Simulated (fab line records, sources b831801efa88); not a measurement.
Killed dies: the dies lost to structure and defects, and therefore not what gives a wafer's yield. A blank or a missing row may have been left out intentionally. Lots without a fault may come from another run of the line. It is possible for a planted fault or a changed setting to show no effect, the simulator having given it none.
A struck lot beside a sound one | flow sky130 | 14 steps out of a route of 708
Sound: wafers L361.1, L361.2, L361.3. Wafers L376.2, L376.3, L376.4 were the ones struck. At the end, the cause is stated.
Each step with rows lists, per side, the tool, then ch with its chambers, then its first start. Under that, the readings that differ: sound wafers | struck wafers | difference of the means | sigmas: that difference in standard deviations of wafers without a fault.
alike: readings whose means differ by less than 2 such deviations, and words and numbers that are the same on both sides. not compared: withheld readings, readings that some wafer has no value for, bounds like >300 that may hide the same value, and numbers for which the record gives no deviation and whose values overlap.
A row with sigmas, a row that says differs or no value, or rows on one side alone: a step with any of these is where the two part. Non-overlapping numbers with no deviation appear without sigmas and do not part them. Lack of a reading on every wafer of one side parts them only where that side has two or more wafers.

SKY_CAP2M_OVL_MEAS_12:
  struck on overlay-01, day 46 10:34; sound on overlay-02, day 42 22:06
  alike: CAP2M_OVL
SKY_CAP2M_METAL_ETCH_13: etches TiN in Cl2/BCl3, stops on SiO2, target depth 220 nm, time 62.9 s.
  sound on rieMetal-01 ch 0,1, day 42 22:08; struck on rieMetal-04 ch 0,1, day 46 10:36
  alike: bcl3FlowSccm, drypumpMotorCurrentA, mfcCl2Sccm, oesProductAu, throttleValvePct
  not compared: rfHoursCounterH
SKY_CAP2M_STRIP_14: strips in O2/N2.
  sound on plasmaAsher-01 ch 0,1, day 42 22:13; struck on plasmaAsher-01 ch 0,1, day 46 10:40
  alike: drypumpMotorCurrentA, oesProductAu, stripTimeToEndpointS
  not compared: rfHoursCounterH
then, 9 steps without rows for these wafers: SKY_CAP2M_STRIP_15 (strips in post etch residue remover, time 1200 s); SKY_CAP2M_CLEAN_16 (cleans in IPA, time 180 s); SKY_CAP2M_CLEAN_17 (cleans in O3/DIW); SKY_METAL4_DEHYDRATE_05 (time 60 s); SKY_METAL4_HMDS_06 (prime time 60 s); SKY_METAL4_COAT_07 (resist thk 60 nm); SKY_METAL4_COAT_08 (resist thk 1140 nm); SKY_METAL4_SOFTBAKE_09 (time 90 s); SKY_METAL4_EXPOSE_10 (exposes mask MM4, target cd 300 nm).
SKY_METAL4_PEB_11:
  sound on lithoTrack-03 ch 0, day 43 21:00; struck on lithoTrack-03, day 47 07:00
reading        | sound          | struck | difference                    | sigmas
exhaustPa (Pa) | 45.6 45.6 43.8 | - - -  | no value on the struck wafers | 
  not compared: chillPlateTempC
then, 1 step without rows for these wafers: SKY_METAL4_DEVELOP_12 (develop time 60 s).

== WHERE THEY PART ==
SKY_METAL4_PEB_11 only, going by this record.

WHY: the cause the simulator had injected
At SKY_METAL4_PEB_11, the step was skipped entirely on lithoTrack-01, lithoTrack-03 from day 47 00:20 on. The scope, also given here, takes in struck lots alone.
